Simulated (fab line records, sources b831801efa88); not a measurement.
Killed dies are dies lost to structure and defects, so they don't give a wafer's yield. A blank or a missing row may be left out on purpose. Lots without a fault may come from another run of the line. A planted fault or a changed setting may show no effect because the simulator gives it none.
Chamber matching | flow sky130 | SKY_PAD_OPEN_ETCH_07 on rie_diel-02: 4 sister chambers
The step etches the open film in CF4/O2, stops on AlCu, target depth 725 nm, time 161.1 s. 14 wafers are shown with their chamber, then 7 later ones without.

WAFERS WITH THEIR CHAMBER
wafer  | chamber | drypump_motor_current_A (A) | throttle_valve_pct (%) | oes_product_au (a.u.)
L802.1 | 2       | 5.0                         | 5.971                  | 0.972
L802.3 | 3       | 5.7                         | 5.967                  | 0.970
L802.6 | 1       | 5.9                         | 5.975                  | 0.977
L807.2 | 2       | 5.0                         | 5.955                  | 0.967
L807.3 | 0       | 6.6                         | 5.963                  | 0.984
L807.4 | 3       | 5.6                         | 5.975                  | 0.990
L809.3 | 0       | 6.6                         | 5.959                  | 0.977
L809.4 | 0       | 6.6                         | 5.972                  | 0.976
L809.5 | 1       | 5.9                         | 5.966                  | 0.989
L813.1 | 0       | 6.6                         | 5.964                  | 0.976
L813.2 | 3       | 5.7                         | 5.962                  | 0.976
L813.4 | 0       | 6.5                         | 5.960                  | 0.990
L816.1 | 3       | 5.7                         | 5.969                  | 0.970
L816.2 | 2       | 5.0                         | 5.962                  | 0.981

SIGNATURES (means of the wafers above)
reading                 | chamber 0 | chamber 1 | chamber 2 | chamber 3 | scatter within a chamber
drypump_motor_current_A | 6.580     | 5.900     | 5.000     | 5.675     | 0.0394
throttle_valve_pct      | 5.96360   | 5.97050   | 5.96267   | 5.96825   | 0.00601
oes_product_au          | 0.98060   | 0.98300   | 0.97333   | 0.97650   | 0.00771
Rule: a wafer's distance from a chamber is the root of the sum, over the readings, of the square of ((its reading less the chamber's mean) divided by the reading's scatter). The wafer belongs to the nearest chamber; if the next one is less than 2 further off, it can't be placed. The scatter: the root of (the sum of the squares of (reading less its chamber's mean) over the shown wafers, divided by (wafers less chambers)).

WAFERS WITHOUT THEIR CHAMBER
wafer  | drypump_motor_current_A (A) | throttle_valve_pct (%) | oes_product_au (a.u.)
L816.5 | 5.0                         | 5.956                  | 0.985
L819.1 | 5.9                         | 5.979                  | 0.969
L819.3 | 6.6                         | 5.955                  | 0.985
L819.6 | 6.6                         | 5.975                  | 0.979
L820.4 | 5.7                         | 5.962                  | 0.981
L820.5 | 5.9                         | 5.961                  | 0.973
L820.6 | 5.0                         | 5.968                  | 0.986

WHICH CHAMBER EACH WENT THROUGH
wafer  | from the rows above | in truth
L816.5 | 2                   | 2
L819.1 | 1                   | 1
L819.3 | 0                   | 0
L819.6 | 0                   | 0
L820.4 | 3                   | 3
L820.5 | 1                   | 1
L820.6 | 2                   | 2
Placed correctly: 7 of 7. Can't be placed from these rows: 0. Placed wrongly: 0.
